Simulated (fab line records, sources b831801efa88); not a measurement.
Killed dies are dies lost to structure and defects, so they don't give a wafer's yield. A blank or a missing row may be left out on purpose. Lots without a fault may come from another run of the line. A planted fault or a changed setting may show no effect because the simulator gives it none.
fab line records | flow gf180mcu
record lots=14 wafers=42 last_day=33
route steps=602 shown CONTACT@289 V1@348
lots that met no fault: from a run of the same line without faults
start_h: hours from the record's first day to the start of the lot's first wafer shown | wait_h: hours since the lot's step before | " the same as in the row above | L1.1+2: a row that stands for several wafers | - no value, or no start given | * or withheld: withheld | < > ~ a bound
route shown NAME@n: a module of which the file shows steps, and the number in the route of the first | usual: mean/standard deviation of fault-free wafers | same: alike in all rows | chamber/n: place in a boat | sites: the reading at each site | _std_site: their standard deviation | _edge_site: outer sites' mean less inner sites' | radius_mm: how far each site lies from the wafer's centre | mask NAME#n: copy n | behind: the tool/chamber that last shaped the wafer | hold: why the lot was held/for how many hours/how that ended | device: the transistor (n, p or np) that didn't switch | end of line: the same wafers' tests at the end of the route | a step without rows: its recipe alone | killed: dies lost to structure and defects at the first sort, not the wafer's yield | map: a wafer's dies, x killed, . not, _ none there
set.NAME: the setting as run; set.NAME@STEP: as run at that earlier step | model.NAME: the simulator's own value behind a step, which no gauge read
steps of the route over a sample of lots; a table a step, a row a wafer
services: from which hour (start_h, from the record's first day; less than 0 if before it) a tool's chamber was out of use, for how many hours, and why
## steps
# step GF_CONTACT_CVD_02
# recipe material=SiO2 target_thk_nm=860 precursor=TEOS temp_c=400 time_s=95.992 rf_w=600
# usual heater_power_w=649/76
# same time_s=95.992
# columns lot.wafer tool chamber start_h wait_h heater_power_w
L885.2 pecvd-03 1 340.78 0.0 682
L885.4 " 1 " " 561
L885.5 " 0 " " 689
L886.1 pecvd-04 0 347.81 0.1 568
L886.4 " 1 " " 614
L886.6 " 2 " " 637
L888.2 pecvd-03 0 359.39 0.0 608
L888.3 " 2 " " 687
L888.5 " 2 " " 741
L889.1 pecvd-02 2 369.68 0.1 765
L889.3 " 1 " " 689
L889.6 " 1 " " 548
L890.3 pecvd-02 0 377.69 0.0 713
L890.5 " 2 " " 790
L890.6 " 1 " " 558
L891.2 pecvd-02 2 385.01 0.0 716
L891.5 " 0 " " 706
L891.6 " 2 " " 780
L893.2 pecvd-04 1 404.51 0.0 638
L893.3 " 0 " " 572
L893.6 " 1 " " 704
L895.2 pecvd-03 0 422.51 0.0 665
L895.3 " 2 " " 700
L895.4 " 2 " " 748
L896.1 pecvd-04 2 434.36 0.1 584
L896.3 " 0 " " 551
L896.6 " 0 " " 444
L897.1 pecvd-02 0 441.00 0.1 591
L897.3 " 1 " " 664
L897.6 " 0 " " 663
L898.1 pecvd-04 0 444.88 0.1 545
L898.5 " 1 " " 583
L898.6 " 0 " " 554
L901.3 pecvd-03 1 479.82 0.0 598
L901.4 " 0 " " 538
L901.6 " 1 " " 662
L902.1 pecvd-02 1 497.94 0.1 695
L902.4 " 2 " " 785
L902.6 " 1 " " 547
L903.4 pecvd-03 2 503.30 0.1 791
L903.5 " 1 " " 622
L903.6 " 0 " " 550
# step GF_CONTACT_BOW_MEAS_05
# recipe mode=bow
# usual CONTACT_BOW=64/6.8
# columns lot.wafer tool chamber start_h wait_h CONTACT_BOW[um]
L885.2 film_metro-01 - 341.23 0.3 52
L885.4 " - " " 71
L885.5 " - " " 52
L886.1 film_metro-01 - 348.24 0.2 70
L886.4 " - " " 72
L886.6 " - " " 78
L888.2 film_metro-02 - 359.84 0.2 72
L888.3 " - " " 71
L888.5 " - " " 64
L889.1 film_metro-01 - 370.11 0.2 70
L889.3 " - " " 60
L889.6 " - " " 64
L890.3 film_metro-01 - 378.16 0.3 57
L890.5 " - " " 63
L890.6 " - " " 64
L891.2 film_metro-02 - 385.46 0.2 73
L891.5 " - " " 59
L891.6 " - " " 59
L893.2 film_metro-02 - 404.96 0.2 73
L893.3 " - " " 61
L893.6 " - " " 61
L895.2 film_metro-01 - 422.96 0.2 66
L895.3 " - " " 69
L895.4 " - " " 67
L896.1 film_metro-01 - 434.79 0.2 65
L896.3 " - " " 66
L896.6 " - " " 72
L897.1 film_metro-01 - 441.43 0.1 72
L897.3 " - " " 67
L897.6 " - " " 72
L898.1 film_metro-01 - 445.31 0.1 64
L898.5 " - " " 53
L898.6 " - " " 77
L901.3 film_metro-03 - 480.29 0.2 69
L901.4 " - " " 72
L901.6 " - " " 59
L902.1 film_metro-02 - 498.37 0.2 57
L902.4 " - " " 66
L902.6 " - " " 70
L903.4 film_metro-03 - 503.75 0.3 69
L903.5 " - " " 76
L903.6 " - " " 63
# step GF_CONTACT_SPUTTER_22
# recipe material=Ti target_thk_nm=15 chamber_pressure_pa=5 power_w=2500 substrate_temp_c=200 time_s=80.02
# usual cathode_dc_power_W=2500.0/0.49 throttle_valve_pct=29.7/1.1
# same time_s=80.02
# columns lot.wafer tool chamber start_h wait_h cathode_dc_power_W throttle_valve_pct
L885.2 pvd_sputter-02 - 363.06 0.0 2499.9 30.1
L885.4 " - " " 2501.0 27.9
L885.5 " - " " 2499.6 30.6
L886.1 pvd_sputter-03 - 370.93 0.0 2500.3 29.0
L886.4 " - " " 2499.7 30.2
L886.6 " - " " 2500.3 29.2
L888.2 pvd_sputter-03 - 382.77 0.0 2499.6 31.0
L888.3 " - " " 2499.5 30.2
L888.5 " - " " 2498.7 30.9
L889.1 pvd_sputter-03 - 393.69 0.0 2500.5 30.8
L889.3 " - " " 2500.5 29.1
L889.6 " - " " 2500.0 30.4
L890.3 pvd_sputter-02 - 402.42 0.0 2499.8 28.5
L890.5 " - " " 2499.6 28.6
L890.6 " - " " 2500.7 30.7
L891.2 pvd_sputter-03 - 408.97 0.0 2500.3 30.6
L891.5 " - " " 2499.3 30.4
L891.6 " - " " 2499.5 28.7
L893.2 pvd_sputter-03 - 428.84 0.0 2500.5 30.2
L893.3 " - " " 2500.2 29.2
L893.6 " - " " 2500.7 29.0
L895.2 pvd_sputter-02 - 447.91 0.0 2500.0 30.5
L895.3 " - " " 2500.1 30.3
L895.4 " - " " 2499.5 27.9
L896.1 pvd_sputter-02 - 460.35 0.0 2500.4 28.5
L896.3 " - " " 2500.4 27.7
L896.6 " - " " 2500.5 30.5
L897.1 pvd_sputter-02 - 466.02 0.0 2499.8 30.2
L897.3 " - " " 2498.7 30.9
L897.6 " - " " 2499.6 30.6
L898.1 pvd_sputter-04 - 470.91 0.0 2500.0 30.1
L898.5 " - " " 2500.4 31.7
L898.6 " - " " 2499.9 30.5
L901.3 pvd_sputter-02 - 505.18 0.0 2499.7 28.7
L901.4 " - " " 2500.9 30.4
L901.6 " - " " 2499.2 30.2
L902.1 pvd_sputter-04 - 521.93 0.0 2500.4 29.9
L902.4 " - " " 2500.5 29.2
L902.6 " - " " 2499.5 30.4
L903.4 pvd_sputter-02 - 527.43 0.0 2499.4 27.8
L903.5 " - " " 2499.9 30.4
L903.6 " - " " 2499.3 28.8
# step GF_V1_DEVELOP_13
# recipe develop_time_s=60 resist=KrF dev_temp_c=21
# usual developer_temp_C=20.99/0.1
# same develop_time_s=60
# columns lot.wafer tool chamber start_h wait_h developer_temp_C
L885.2 litho_track-04 0 411.33 0.2 21.05
L885.4 " 0 " " 20.95
L885.5 " 0 " " 21.02
L886.1 litho_track-02 0 418.38 0.2 20.94
L886.4 " 0 " " 20.91
L886.6 " 0 " " 20.91
L888.2 litho_track-03 0 432.06 0.2 21.06
L888.3 " 0 " " 20.99
L888.5 " 0 " " 20.94
L889.1 litho_track-04 0 441.96 0.2 20.84
L889.3 " 0 " " 20.98
L889.6 " 0 " " 20.95
L890.3 litho_track-02 0 452.98 0.1 21.12
L890.5 " 0 " " 21.19
L890.6 " 0 " " 21.11
L891.2 litho_track-02 0 460.26 0.2 20.89
L891.5 " 0 " " 20.96
L891.6 " 0 " " 20.89
L893.2 litho_track-02 0 479.56 0.2 21.07
L893.3 " 0 " " 21.17
L893.6 " 0 " " 21.11
L895.2 litho_track-04 0 497.13 0.2 20.98
L895.3 " 0 " " 21.11
L895.4 " 0 " " 21.00
L896.1 litho_track-04 0 508.71 0.2 20.82
L896.3 " 0 " " 21.02
L896.6 " 0 " " 20.92
L897.1 litho_track-04 0 515.16 0.2 21.01
L897.3 " 0 " " 20.96
L897.6 " 0 " " 21.09
L898.1 litho_track-02 0 520.38 0.2 21.09
L898.5 " 0 " " 21.19
L898.6 " 0 " " 21.09
L901.3 litho_track-02 0 552.23 0.1 18.67
L901.4 " 0 " " 18.72
L901.6 " 0 " " 18.87
L902.1 litho_track-02 0 568.18 0.2 18.86
L902.4 " 0 " " 18.87
L902.6 " 0 " " 18.86
L903.4 litho_track-04 0 574.98 0.1 21.09
L903.5 " 0 " " 21.08
L903.6 " 0 " " 21.06
## services
# columns tool chamber start_h hours kind
pvd_sputter-04 - 348.80 27.6 repair
pecvd-03 - 373.50 0.6 repair
pvd_sputter-04 - 407.97 6.6 repair
pecvd-03 - 419.33 2.1 repair
pvd_sputter-03 - 437.61 1.0 repair
pecvd-03 - 443.14 7.7 repair
pecvd-03 2 444.84 6.6 repair
pecvd-04 1 453.06 6.5 repair
pvd_sputter-04 - 465.24 1.7 repair
pecvd-04 - 478.18 0.5 repair
pvd_sputter-02 - 499.19 5.2 repair
pvd_sputter-02 - 529.46 8.3 repair
pecvd-04 2 538.19 5.3 repair
## key
first_sign step=GF_V1_DEVELOP_13 reading=developer_temp_C direction=down sigmas=21 usual=* struck=*
effect none on later readings
met_at GF_V1_DEVELOP_13
struck_lots L901,L902
loop_trim step=GF_V1_EXPOSE_11 setting=dose lots=L902
not_acting_at GF_CONTACT_CVD_02,GF_CONTACT_BOW_MEAS_05,GF_CONTACT_SPUTTER_22
onset_between 520.38 552.23
fault kind=process_parameter_drift tool=litho_track-02 chamber=- onset_h=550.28 steps=GF_V1_DEVELOP_13 channel=dev_temp_c offset=* shape=step end_h=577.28 acts_in=* stated=*
# loop_trim: a control loop set the setting to another value than it would have without faults
